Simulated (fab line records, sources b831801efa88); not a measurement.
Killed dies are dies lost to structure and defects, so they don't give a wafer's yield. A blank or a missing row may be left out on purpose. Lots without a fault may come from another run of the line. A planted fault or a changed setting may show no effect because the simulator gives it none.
Which tool did it? | flow sfq_line | 14 lots, 41 wafers sampled, at 4 steps of a route of 325

WHAT THE GAUGES READ, wafer by wafer
SFQ_M7_OVL_MEAS_945. Usual: M7_OVL 3 nm, standard deviation 5.4.
lot  | measured     | on         | M7_OVL (nm) | flag
L871 | day 65 01:53 | overlay-01 | 8 8 9       |
L872 | day 65 10:23 | overlay-01 | 13 7 11     |
L873 | day 65 14:14 | overlay-01 | 3 2 7       |
L874 | day 65 19:59 | overlay-01 | 0 7 -4      |
L875 | day 66 17:35 | overlay-01 | 7 6 2       |
L876 | day 66 18:47 | overlay-01 | 0 -1 3      |
L877 | day 67 03:11 | overlay-01 | -10 8 2     |
L878 | day 67 05:59 | overlay-01 | 5 8 9       |
L886 | day 69 06:29 | overlay-02 | -5 -16 -4   |
L887 | day 69 12:29 | overlay-01 | 4 7         |
L889 | day 69 16:05 | overlay-01 | 12 10 6     |
L891 | day 70 08:41 | overlay-02 | 3 7 8       |
L892 | day 70 13:29 | overlay-02 | 9 8 4       |
L894 | day 70 18:17 | overlay-01 | 1 4 5       |

SFQ_I7_BOW_MEAS_946. Usual: I7_BOW 4 um, standard deviation 12.
lot  | measured     | on            | I7_BOW (um) | flag
L871 | day 65 05:59 | film_metro-01 | -11 -1 -9   |
L872 | day 65 14:59 | film_metro-01 | 12 9 15     |
L873 | day 65 18:19 | film_metro-03 | -1 -8 1     |
L874 | day 66 00:04 | film_metro-01 | -1 1 -9     |
L875 | day 66 21:40 | film_metro-03 | 6 11 11     |
L876 | day 66 22:52 | film_metro-01 | 0 11 -5     |
L877 | day 67 09:05 | film_metro-01 | 19 32 28    |
L878 | day 67 12:04 | film_metro-01 | 6 5 1       |
L886 | day 69 10:34 | film_metro-04 | -12 -12 -3  |
L887 | day 69 18:23 | film_metro-03 | -8 -11      |
L889 | day 69 21:58 | film_metro-03 | -1 16 21    |
L891 | day 70 14:10 | film_metro-03 | 21 32 31    |
L892 | day 70 19:23 | film_metro-01 | 7 -3 -5     |
L894 | day 71 01:24 | film_metro-01 | -5 10 -1    |

SFQ_I7_OVL_MEAS_947. Usual: I7_OVL 1 nm, standard deviation 4.4.
lot  | measured     | on         | I7_OVL (nm) | flag
L871 | day 69 03:16 | overlay-01 | -1 -1 -1    |
L872 | day 69 12:52 | overlay-02 | 1 4 5       |
L873 | day 69 14:03 | overlay-02 | 2 -1 2      |
L874 | day 69 20:03 | overlay-02 | 2 -2 2      |
L875 | day 70 21:21 | overlay-02 | 2 -2 -3     |
L876 | day 70 22:33 | overlay-01 | 6 4 8       |
L877 | day 71 06:58 | overlay-01 | 1 -5 1      |
L878 | day 71 10:33 | overlay-01 | -11 -4 1    |
L886 | day 73 08:14 | overlay-01 | 1 0 -5      |
L887 | day 73 13:03 | overlay-01 | -5 -2       |
L889 | day 73 19:02 | overlay-02 | 1 3 -1      |
L891 | day 74 05:51 | overlay-01 | 3 5 9       |
L892 | day 74 09:56 | overlay-01 | -3 -1 1     |
L894 | day 74 16:46 | overlay-02 | 4 0 2       |

WHICH TOOL RAN EACH LOT (tool, then ch and the chambers of the sampled wafers, then the start)
lot  | SFQ_TRILAYER_M6_LITHO_PEB_162
L871 | litho_track-03 ch 0, day 58 16:29
L872 | litho_track-04 ch 0, day 59 00:53
L873 | litho_track-02 ch 0, day 59 05:40
L874 | litho_track-02 ch 0, day 59 09:16
L875 | litho_track-04 ch 0, day 60 11:40
L876 | litho_track-03 ch 0, day 60 12:52
L877 | litho_track-03 ch 0, day 60 21:17
L878 | litho_track-04 ch 0, day 61 00:52
L886 | litho_track-04 ch 0, day 63 07:26
L887 | litho_track-04 ch 0, day 63 13:28
L889 | litho_track-02 ch 0, day 63 21:23
L891 | litho_track-03 ch 0, day 65 05:13
L892 | litho_track-02 ch 0, day 65 14:53
L894 | litho_track-03 ch 0, day 65 20:55
- SFQ_TRILAYER_M6_LITHO_PEB_162: peb time 60 s.

WHAT THE TOOLS THEMSELVES READ (means of the sampled wafers that have a number; where no wafer has one, the mark that the record gives instead)
SFQ_TRILAYER_M6_LITHO_PEB_162. Usual: heater_power_total_W 79.15 W, standard deviation 0.063; plate_temp_C 114.98 C, standard deviation 0.13.
lot  | tool           | heater_power_total_W (W) | plate_temp_C (C) | flag
L871 | litho_track-03 | 79.16                    | 114.92           |
L872 | litho_track-04 | 79.16                    | 114.77           |
L873 | litho_track-02 | 79.13                    | 114.99           |
L874 | litho_track-02 | 79.12                    | 115.20           |
L875 | litho_track-04 | 79.16                    | 115.11           |
L876 | litho_track-03 | 79.10                    | 114.90           |
L877 | litho_track-03 | 79.12                    | 114.82           |
L878 | litho_track-04 | 79.18                    | 114.93           |
L886 | litho_track-04 | 80.00                    | 115.08           | OFF
L887 | litho_track-04 | 80.42                    | 115.00           | OFF
L889 | litho_track-02 | 79.14                    | 114.97           |
L891 | litho_track-03 | 79.14                    | 114.91           |
L892 | litho_track-02 | 79.17                    | 115.01           |
L894 | litho_track-03 | 79.04                    | 114.96           |

THE ANSWER, worked out from the rows above alone
Rule: a lot is off if the mean of its wafers that have a number lies more than 3 standard deviations from the usual mean. A lot without any number at a reading at which 4 lots or more have one is off too. The other lots that the step has rows for count as sound. The gauges are gone through in route order, then the tools' own readings, and for those a lot's mean is taken as printed above. The first step at which some lot is off is used, and at that step the reading that is off furthest; a lot without a number counts as furthest.
Off: L886, L887, at SFQ_TRILAYER_M6_LITHO_PEB_162 (heater_power_total_W).
A tool fits if, at that step or a process step before it, it ran every lot that is off, and no sound lot after the first of them. One fits: litho_track-04 at SFQ_TRILAYER_M6_LITHO_PEB_162. Its last sound lot is L878 (day 61 00:52), its first lot that is off L886 (day 63 07:26): a fault that began between those two fits.
The tool's own readings at SFQ_TRILAYER_M6_LITHO_PEB_162 bear it out: on the lots that are off they differ by more than 5 times the standard deviation of the sound lots' means. heater_power_total_W reads 80.21 W there against 79.14 W on the sound lots.

WHAT THE SIMULATOR HAD PUT IN
Process parameter drift: litho_track-04, from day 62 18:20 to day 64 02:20, at SFQ_TRILAYER_M6_LITHO_PEB_162. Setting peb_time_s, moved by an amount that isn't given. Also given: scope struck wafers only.
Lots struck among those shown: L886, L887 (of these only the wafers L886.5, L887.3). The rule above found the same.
